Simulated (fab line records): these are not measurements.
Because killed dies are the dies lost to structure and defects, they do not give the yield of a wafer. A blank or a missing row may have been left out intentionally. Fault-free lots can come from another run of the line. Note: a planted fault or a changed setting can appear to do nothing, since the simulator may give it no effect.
8D (eight disciplines) problem report, filled in by code + flow sky130 + the parts of the form that need people (team, actions taken, sign-off) are left out

== 1. THE ISSUE ==
Mean POLY_GATE_OXIDATION_THK at SKY_POLY_GATE_THK_MEAS_21: 4.58 nm over 9 wafers in 3 lots; fault-free wafers: 3.97 nm, standard deviation 0.077. Measured from the usual mean, that is +8.0 standard deviations.
Earliest sighting: wafer L281.1 on film metro-04 at day 22 09:21. The record holds 33 wafers of 11 lots with a number at this step. The rule behind "out" and "out of limits": a value lying over 4 standard deviations away from the usual mean. All remaining wafers that have a number are taken as sound.

== 2. WHAT IT IS, AND WHAT IT ISN'T ==
| question                    | is                           | is not                                                                          |
|-----------------------------|------------------------------|---------------------------------------------------------------------------------|
| which readings at this step | POLY_GATE_OXIDATION_THK      | -                                                                               |
| which lots                  | L281, L282, L283             | L268, L270, L271, L272, L274, L284, L286, L288                                  |
| which wafers of those lots  | all that have a number       | -                                                                               |
| read on which gauges        | film metro-02, film metro-04 | film metro-03                                                                   |
| when                        | from day 22 09:21            | up to then (15 sound wafers); but 9 sound wafers of L284, L286, L288 came after |

== 3. WHAT RULES OUT EACH SUSPECT ==
Counting: a tool at a process step up to the reading stays a suspect if it ran every lot that is out and no sound lot after the first of them.
- the gauge at SKY_POLY_GATE_THK_MEAS_21 has been ruled out. Those wafers that are out were read across 2 gauges (film metro-02, film metro-04).
- furnace-01 at SKY_POLY_GATE_OXIDATION_20 (stabilise 600 s, purge 300 s, target thk 4 nm): kept. Every lot that is out went through it, starting with L281 (day 22 08:06), and after that it ran no sound lot; the last sound lot it ran before then is L272 (day 19 02:46). Out on those wafers are its own readings of spike tc centre C, spike tc lower C, spike tc top C, spike tc upper C, tube center temp C, tube_center_temp_C_max.
After counting, what remains is furnace-01 at SKY_POLY_GATE_OXIDATION_20.

== 4. THE CAUSE (what the simulator had put in) ==
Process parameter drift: furnace-01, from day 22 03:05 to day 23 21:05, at SKY_POLY_GATE_OXIDATION_20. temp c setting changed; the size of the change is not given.
Counting left only this tool.

== 5. THE CHAIN OF EFFECTS, in route order ==
One row per reading whose mean, taken over the struck wafers that have a number, lies over 3 standard deviations from the usual. Only readings whose record carries a usual standard deviation are examined. hours: median over the lots of the time between each lot's start at the first step of this table that gives one and its start at this step. sigmas: the change, counted in usual standard deviations.
| hours | step                       | reading                 | usual   | on struck wafers | change | sigmas      |
|-------|----------------------------|-------------------------|---------|------------------|--------|-------------|
| 0     | SKY_POLY_GATE_OXIDATION_20 | spike tc centre C       | 850.7 C | 863.5            | +12.8  | +11         |
| 0     | SKY_POLY_GATE_OXIDATION_20 | spike tc lower C        | 850.5 C | 861.9            | +11.4  | +10         |
| 0     | SKY_POLY_GATE_OXIDATION_20 | spike tc top C          | 862.1 C | 875.3            | +13.2  | +8.2        |
| 0     | SKY_POLY_GATE_OXIDATION_20 | spike tc upper C        | 850.4 C | 861.5            | +11.1  | +10         |
| 0     | SKY_POLY_GATE_OXIDATION_20 | tube center temp C      | 850 C   | 862              | +12    | +99 or more |
| 0     | SKY_POLY_GATE_OXIDATION_20 | tube_center_temp_C_max  | 852.2   | 863.9            | +11.7  | +34         |
| 1     | SKY_POLY_GATE_THK_MEAS_21  | POLY_GATE_OXIDATION_THK | 3.97 nm | 4.58             | +0.61  | +8.0        |
Here are the process steps it includes:
- SKY_POLY_GATE_OXIDATION_20: stabilise 600 s, purge 300 s, target thk 4 nm.

== 6. HOW IT WOULD HAVE BEEN CAUGHT EARLIER ==
Counted from the fault's start at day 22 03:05, it took 6 hours until the first out-of-limits reading at a measuring or inspecting step in this record, taken at day 22 09:21.
At SKY_POLY_GATE_OXIDATION_20, the tool's own readings (spike tc centre C, spike tc lower C, spike tc top C, spike tc upper C, tube center temp C, tube_center_temp_C_max) were out on each struck wafer the step has a row for, so an alarm limit on them would have fired on the first such wafer.
Among the 3 lots that are out, L282, L283 began SKY_POLY_GATE_OXIDATION_20 on furnace-01 after day 22 09:21. A hold on the tool at that time would have spared those 2.
